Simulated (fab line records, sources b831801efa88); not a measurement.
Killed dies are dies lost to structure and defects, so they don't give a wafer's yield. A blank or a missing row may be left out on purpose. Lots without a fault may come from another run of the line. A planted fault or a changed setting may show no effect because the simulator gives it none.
Which tool did it? | flow sky130 | 11 lots, 33 wafers sampled, at 2 steps of a route of 708

WHAT THE GAUGES READ, wafer by wafer
SKY_SPACER_THK_MEAS_01.
lot  | measured     | on            | SPACER_CVD_00_THK (nm)
L398 | day 22 17:42 | film_metro-01 | 43.4 43.4 43.7
L399 | day 23 04:46 | film_metro-02 | 42.1 42.8 42.5
L400 | day 23 18:28 | film_metro-04 | 37.3 37.5 37.4
L402 | day 24 13:04 | film_metro-04 | 38.4 38.1 38.1
L412 | day 28 02:56 | film_metro-04 | 43.4 43.0 43.2
L414 | day 28 12:29 | film_metro-01 | 43.5 43.4 43.7
L415 | day 29 04:49 | film_metro-01 | 43.1 43.3 43.3
L416 | day 30 01:41 | film_metro-04 | 43.2 43.3 42.9
L417 | day 30 04:13 | film_metro-02 | 43.0 43.1 43.0
L419 | day 30 12:28 | film_metro-04 | 42.7 42.7 43.1
L420 | day 30 19:46 | film_metro-04 | 43.5 43.1 43.2

WHICH TOOL RAN EACH LOT (tool, then ch and the chambers of the sampled wafers, then the start)
lot  | SKY_SPACER_CVD_00
L398 | lpcvd-02 ch 0, day 22 15:53
L399 | lpcvd-02 ch 1, day 23 02:57
L400 | lpcvd-02 ch 1, day 23 16:40
L402 | lpcvd-02 ch 1, day 24 11:14
L412 | lpcvd-02 ch 1, day 28 01:44
L414 | lpcvd-02 ch 0, day 28 11:16
L415 | lpcvd-02 ch 1, day 29 03:37
L416 | lpcvd-02 ch 1, day 30 00:27
L417 | lpcvd-02 ch 0, day 30 03:01
L419 | lpcvd-02 ch 1, day 30 10:39
L420 | lpcvd-02 ch 0, day 30 18:33
- SKY_SPACER_CVD_00: deposits Si3N4 from DCS/NH3, target thk 43.1 nm, time 740 s.

THE ANSWER, worked out from the rows above alone
Rule: what is usual is taken from the lots themselves. Put in order of their means at a reading, lots are off if they are a third of the lots or fewer, leave a main group of 4 or more, and stand apart from it by a gap of 3 or more times the standard deviation of the main group's means; of several such gaps the widest counts. A main group whose means are all the same, to the digits that the tables above print for the reading, isn't used. A lot without any number at a reading at which 4 lots or more have one is off too. The other lots that the step has rows for count as sound.
Off: L400, L402, at SKY_SPACER_THK_MEAS_01 (SPACER_CVD_00_THK). The main group: mean 43.1 nm, standard deviation 0.31.
A tool fits if, at a process step before that reading, it ran every lot that is off, and no sound lot after the first of them. The gauges at SKY_SPACER_THK_MEAS_01 are tried like those tools. None of those tried fits.

WHAT THE SIMULATOR HAD PUT IN
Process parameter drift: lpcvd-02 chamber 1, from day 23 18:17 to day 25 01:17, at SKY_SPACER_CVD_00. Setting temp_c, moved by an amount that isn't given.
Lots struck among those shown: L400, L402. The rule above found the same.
